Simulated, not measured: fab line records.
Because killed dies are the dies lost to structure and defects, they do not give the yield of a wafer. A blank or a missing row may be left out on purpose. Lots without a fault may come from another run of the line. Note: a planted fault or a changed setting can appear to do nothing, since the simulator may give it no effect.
Matching of chambers | flow gf180mcu | GF_PASSIVATION_ETCH_11 on rie_diel-03 has 4 sister chambers
The step etches the open film in CF4/O2, stops on TiN, target depth 1800 nm, time 400 s. 8 wafers are shown with their chamber, then 8 later ones without.

## EACH WAFER AND ITS CHAMBER
wafer  | chamber | drypump_motor_current_A (A) | bias_w (W)
L076.1 | 3       | 5.7                         | 149.6
L075.3 | 3       | 5.7                         | 150.0
L077.5 | 1       | 5.7                         | 151.0
L078.5 | 0       | 6.0                         | 149.5
L083.1 | 1       | 5.7                         | 150.2
L083.3 | 0       | 6.1                         | 150.3
L083.4 | 2       | 5.4                         | 150.1
L085.1 | 2       | 5.4                         | 150.6

## WAFERS MISSING THEIR CHAMBER
wafer  | drypump_motor_current_A (A) | bias_w (W)
L085.2 | 5.7                         | 150.3
L085.3 | 6.1                         | 149.9
L086.2 | 5.5                         | 150.4
L086.3 | 6.0                         | 150.6
L086.6 | 5.6                         | 150.1
L088.1 | 5.6                         | 150.1
L088.5 | 5.7                         | 149.8
L088.6 | 6.0                         | 150.1

## WHICH CHAMBER EACH WENT THROUGH
wafer  | from the rows above     | in truth
L085.2 | can't be placed: 1 or 3 | 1
L085.3 | 0                       | 0
L086.2 | 2                       | 2
L086.3 | 0                       | 0
L086.6 | can't be placed: 3 or 1 | 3
L088.1 | can't be placed: 3 or 1 | 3
L088.5 | can't be placed: 3 or 1 | 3
L088.6 | 0                       | 0
Correct placement for 4 of the 8. From these rows, 4 cannot be placed; in 4 the true chamber is one of the candidates. Wrongly placed: 0.
How it was worked out, from the rows above alone: a wafer's distance from a chamber is the root of the sum, over the readings, of the square of ((its reading less the chamber's mean) divided by the reading's scatter). The wafer belongs to the nearest chamber; if the next one is less than 2 further off, it can't be placed. A chamber's mean is the mean of its shown wafers. The scatter is the square root of a quotient: the sum, over the shown wafers, of each reading's squared deviation from its chamber's mean, divided by wafers minus chambers.
